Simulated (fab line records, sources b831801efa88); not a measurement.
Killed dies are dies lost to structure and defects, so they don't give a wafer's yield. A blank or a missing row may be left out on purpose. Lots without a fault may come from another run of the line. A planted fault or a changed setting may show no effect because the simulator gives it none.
fab line records | flow sfq_line
record lots=6 wafers=18 last_day=86
route steps=325 shown JJ@197 M5@198 A5B@209
lots that met no fault: from a run of the same line without faults
start_h: hours from the record's first day to the start of the lot's first wafer shown | wait_h: hours since the lot's step before | " the same as in the row above | L1.1+2: a row that stands for several wafers | - no value, or no start given | * or withheld: withheld | < > ~ a bound
route shown NAME@n: a module of which the file shows steps, and the number in the route of the first | usual: mean/standard deviation of fault-free wafers | same: alike in all rows | chamber/n: place in a boat | sites: the reading at each site | _std_site: their standard deviation | _edge_site: outer sites' mean less inner sites' | radius_mm: how far each site lies from the wafer's centre | mask NAME#n: copy n | behind: the tool/chamber that last shaped the wafer | hold: why the lot was held/for how many hours/how that ended | device: the transistor (n, p or np) that didn't switch | end of line: the same wafers' tests at the end of the route | a step without rows: its recipe alone | killed: dies lost to structure and defects at the first sort, not the wafer's yield | map: a wafer's dies, x killed, . not, _ none there
set.NAME: the setting as run; set.NAME@STEP: as run at that earlier step | model.NAME: the simulator's own value behind a step, which no gauge read
lots at some steps of the route; a table a step, a row a wafer
services: from which hour (start_h, from the record's first day; less than 0 if before it) a tool's chamber was out of use, for how many hours, and why
## steps
# step SFQ_TRILAYER_JJ_CE_STRIP_SOLV_CLEAN_121
# recipe chemistry=NMP temp_c=70 time_s=600
# step SFQ_TRILAYER_M5_LITHO_COAT_128
# recipe resist=BARC spin_rpm=3000 resist_thk_nm=62
# step SFQ_TRILAYER_M5_LITHO_COAT_123
# recipe resist=KrF spin_rpm=3000 resist_thk_nm=600
# step SFQ_TRILAYER_M5_LITHO_SOFTBAKE_127
# recipe temp_c=withheld time_s=withheld resist=KrF
# step SFQ_TRILAYER_M5_LITHO_EXPOSE_124
# recipe mask_id=M5 na=0.6 source_shape=conventional sigma_outer=0.65 target_cd_nm=700 dose_mj=14.4
# step SFQ_TRILAYER_M5_LITHO_PEB_126
# recipe peb_temp_c=115 peb_time_s=60 resist=KrF
# step SFQ_TRILAYER_M5_LITHO_DEVELOP_125
# recipe time_s=60 resist=KrF
# step SFQ_M5_OVL_MEAS_932
# usual M5_OVL=-1/6.1
# columns lot.wafer tool chamber start_h wait_h M5_OVL[nm]
L449.3 overlay-01 - 1242.31 0.1 -2
L449.5 " - " " -5
L449.6 " - " " 0
L454.1 overlay-02 - 1250.58 0.1 -2
L454.4 " - " " 6
L454.6 " - " " 5
L455.2 overlay-01 - 1261.97 0.1 3
L455.5 " - " " 0
L455.6 " - " " 4
L456.2 overlay-02 - 1271.54 0.1 -10
L456.5 " - " " -11
L456.6 " - " " -5
L463.2 overlay-02 - 1363.27 0.1 -2
L463.4 " - " " 2
L463.5 " - " " -4
L467.1 overlay-01 - 1518.42 0.1 4
L467.4 " - " " 3
L467.6 " - " " 12
# step SFQ_TRILAYER_M5_BARC_OPEN_METAL_ETCH_161
# recipe mask_material=PR chemistry=O2 target_depth_nm=125 target=BARC icp_w=600 bias_w=80 pressure_mtorr=10 time_s=41.7
# usual drypump_motor_current_A=5.6/0.4 oes_product_au=0.685/0.005
# columns lot.wafer tool chamber start_h wait_h drypump_motor_current_A oes_product_au rf_hours_counter_h
L449.3 rie_metal-04 0 1242.36 0.0 5.6 0.679 -
L449.5 " 1 " " 5.6 0.682 -
L449.6 " 0 " " 5.6 0.682 -
L454.1 rie_metal-04 1 1250.62 0.0 5.7 0.688 119
L454.4 " 1 " " 5.7 0.686 -
L454.6 " 0 " " 5.6 0.688 -
L455.2 rie_metal-04 1 1262.00 0.0 5.7 0.679 121
L455.5 " 0 " " 5.6 0.688 -
L455.6 " 1 " " 5.7 0.692 -
L456.2 rie_metal-04 0 1271.57 0.0 5.6 0.677 8
L456.5 " 0 " " 5.6 0.684 -
L456.6 " 1 " " 5.6 0.683 -
L463.2 rie_metal-02 0 1363.30 0.0 5.6 0.692 25
L463.4 " 1 " " 5.8 0.683 -
L463.5 " 0 " " 5.6 0.679 -
L467.1 rie_metal-03 1 1518.46 0.0 4.8 0.689 99
L467.4 " 1 " " 4.8 0.685 -
L467.6 " 1 " " 4.8 0.680 -
# step SFQ_TRILAYER_M5_ETCH_METAL_ETCH_126
# recipe target=Nb stop_on=SiO2 mask_material=PR over_etch_frac=0.15 time_s=203.2 chemistry=Cl2/BCl3 target_depth_nm=265 icp_w=600 bias_w=80 pressure_mtorr=10
# usual drypump_motor_current_A=5.6/0.4 oes_product_au=0.726/0.0053
# columns lot.wafer tool chamber start_h wait_h drypump_motor_current_A oes_product_au rf_hours_counter_h
L449.3 rie_metal-04 0 1242.46 0.1 5.6 0.737 -
L449.5 " 1 " " 5.7 0.733 -
L449.6 " 0 " " 5.6 0.722 -
L454.1 rie_metal-04 1 1250.68 0.0 5.7 0.731 119
L454.4 " 1 " " 5.6 0.732 -
L454.6 " 0 " " 5.6 0.731 -
L455.2 rie_metal-04 1 1262.06 0.0 5.6 0.725 121
L455.5 " 0 " " 5.6 0.729 -
L455.6 " 1 " " 5.7 0.726 -
L456.2 rie_metal-04 0 1271.63 0.0 5.6 0.723 8
L456.5 " 0 " " 5.6 0.719 -
L456.6 " 1 " " 5.7 0.716 -
L463.2 rie_metal-02 0 1363.36 0.0 5.6 0.725 25
L463.4 " 1 " " 5.8 0.729 -
L463.5 " 0 " " 5.6 0.727 -
L467.1 rie_metal-03 1 1518.52 0.0 4.8 0.719 99
L467.4 " 1 " " 4.8 0.722 -
L467.6 " 1 " " 4.8 0.727 -
# step SFQ_TRILAYER_M5_STRIP_STRIP_127
# recipe gas=O2 power_w=200 platen_temp_c=40 overash_fraction=0.65 chemistry=O2 pressure_mtorr=50
# usual drypump_motor_current_A=5.6/0.4 oes_product_au=1.002/0.0089
# columns lot.wafer tool chamber start_h wait_h drypump_motor_current_A oes_product_au rf_hours_counter_h
L449.3 rie_metal-04 0 1242.79 0.3 5.6 0.984 -
L449.5 " 1 " " 5.7 1.018 -
L449.6 " 0 " " 5.6 0.992 -
L454.1 rie_metal-04 1 1250.87 0.1 5.7 1.001 120
L454.4 " 1 " " 5.7 0.998 -
L454.6 " 0 " " 5.6 0.984 -
L455.2 rie_metal-04 1 1262.25 0.1 5.7 1.010 121
L455.5 " 0 " " 5.6 0.999 -
L455.6 " 1 " " 5.7 0.994 -
L456.2 rie_metal-04 0 1271.83 0.1 5.6 0.985 8
L456.5 " 0 " " 5.6 0.998 -
L456.6 " 1 " " 5.7 0.999 -
L463.2 rie_metal-02 0 1363.55 0.1 5.6 0.989 25
L463.4 " 1 " " 5.8 1.013 -
L463.5 " 0 " " 5.6 0.995 -
L467.1 rie_metal-03 1 1518.71 0.1 4.8 1.013 99
L467.4 " 1 " " 4.8 1.015 -
L467.6 " 1 " " 4.8 1.013 -
# step SFQ_TRILAYER_M5_STRIP_SOLV_CLEAN_128
# recipe chemistry=NMP temp_c=70 time_s=600
# step SFQ_TRILAYER_A5B_DEP_PECVD_129
# recipe material=SiO2 temp_c=150 time_s=133.33 pressure_torr=2.4 rf_w=183.3 precursor=SiH4/N2O target_thk_nm=600
# usual chamber_pressure_Torr=2.399/0.0052 heater_power_w=86/16 rf_fwd_power_W=182.5/0.65 showerhead_vpp_V=844/45 throttle_valve_pct=24.9/1.4
# columns lot.wafer tool chamber start_h wait_h chamber_pressure_Torr heater_power_w rf_fwd_power_W showerhead_vpp_V throttle_valve_pct model.SiO2_of_TRILAYER_A5B_DEP_PECVD_129.thk_nm
L449.3 pecvd-01 2 1243.38 0.0 2.394 92 182.4 805 24.2 586.5
L449.5 " 1 " " 2.401 91 183.2 862 23.0 599
L449.6 " 2 " " 2.403 92 181.8 792 24.0 594.1
L454.1 pecvd-03 2 1251.65 0.0 2.400 100 256.5 925 24.4 655
L454.4 " 0 " " 2.391 48 253.9 1074 24.9 672.5
L454.6 " 2 " " 2.406 80 256.0 933 24.1 669.5
L455.2 pecvd-03 1 1263.03 0.0 2.398 42 256.7 1028 28.0 652.2
L455.5 " 0 " " 2.391 39 255.4 1085 25.0 671.8
L455.6 " 1 " " 2.399 45 257.2 1051 28.0 663.5
L456.2 pecvd-02 1 1272.60 0.0 2.412 96 183.0 866 26.8 599.2
L456.5 " 1 " " 2.396 84 182.5 857 27.0 605.3
L456.6 " 0 " " 2.403 92 183.7 795 25.2 613.9
L463.2 pecvd-03 1 1364.50 0.0 2.390 65 181.9 873 28.0 599.6
L463.4 " 0 " " 2.390 65 182.2 930 24.7 602.5
L463.5 " 2 " " 2.401 121 182.7 786 24.2 606.7
L467.1 pecvd-01 1 1519.49 0.0 2.392 93 183.0 901 24.1 586.1
L467.4 " 0 " " 2.400 78 182.9 835 25.2 600.1
L467.6 " 2 " " 2.398 90 181.8 794 24.4 592
# step SFQ_TRILAYER_A5B_CMP_CMP_130
# recipe stop_on=Nb down_force_psi=3 platen_rpm=60 target_thk_nm=340.7
# usual motor_current_A=10.0/0.96
# columns lot.wafer tool chamber start_h wait_h motor_current_A
L449.3 cmp-01 1 1244.47 1.0 8.3
L449.6 " 3 1245.47 2.0 10.0
L449.5 " 0 " " 9.5
L454.1 cmp-02 3 1255.74 4.0 10.8
L454.4 " 0 " " 8.9
L454.6 " 1 " " 10.9
L455.2 cmp-01 3 1267.01 3.9 9.8
L455.6 " 1 1268.01 4.9 8.6
L455.5 " 2 " " 9.7
L456.2 cmp-01 0 1275.74 3.1 9.9
L456.5 " 3 1277.24 4.5 9.8
L456.6 " 0 " " 10.0
L463.2 cmp-02 3 1369.64 5.1 10.7
L463.4 " 0 " " 9.0
L463.5 " 1 " " 10.4
L467.1 cmp-02 1 1520.58 1.0 10.4
L467.4 " 2 " " 11.5
L467.6 " 0 1522.08 2.5 9.2
## services
# columns tool chamber start_h hours kind
rie_metal-03 - 1231.48 1.2 repair
cmp-02 - 1258.14 3.9 repair
cmp-01 - 1259.01 4.0 pm
cmp-01 - 1281.24 4.4 pm
cmp-02 - 1281.61 1.3 repair
rie_metal-02 1 1285.18 35.8 repair
pecvd-03 2 1288.99 13.4 repair
cmp-01 - 1337.05 3.0 repair
cmp-01 - 1341.64 0.9 repair
cmp-01 - 1342.68 2.5 repair
cmp-02 - 1356.37 6.3 pm
pecvd-01 - 1357.37 1.3 repair
pecvd-01 - 1378.33 1.3 repair
cmp-02 - 1383.64 10.5 pm
cmp-02 - 1397.34 1.3 repair
cmp-02 - 1414.51 1.2 repair
cmp-02 - 1424.71 5.6 repair
cmp-02 - 1430.35 6.5 pm
cmp-02 - 1436.81 4.0 pm
cmp-02 - 1472.32 2.9 repair
cmp-01 - 1477.18 21.4 repair
rie_metal-02 - 1492.89 1.4 pm
pecvd-03 1 1512.37 6.3 repair
cmp-01 - 1514.87 5.8 repair
## key
first_sign step=SFQ_TRILAYER_A5B_DEP_PECVD_129 reading=rf_fwd_power_W direction=up sigmas=99+ usual=182.5 struck=256.0
effect step=SFQ_TRILAYER_A5B_DEP_PECVD_129 reading=showerhead_vpp_V direction=up sigmas=3.8 usual=844 struck=1016
model_effect step=SFQ_TRILAYER_A5B_DEP_PECVD_129 value=SiO2_of_TRILAYER_A5B_DEP_PECVD_129.thk_nm without=600.2 struck=664.1
met_at SFQ_TRILAYER_A5B_DEP_PECVD_129
struck_wafers L454.1,L454.4,L454.6,L455.2,L455.5,L455.6
fault kind=process_parameter_drift tool=pecvd-03 chamber=- onset_h=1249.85 steps=SFQ_TRILAYER_A5B_DEP_PECVD_129 channel=rf_w offset=73.32 shape=step end_h=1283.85 acts_in=these_recipes_only stated=183.3
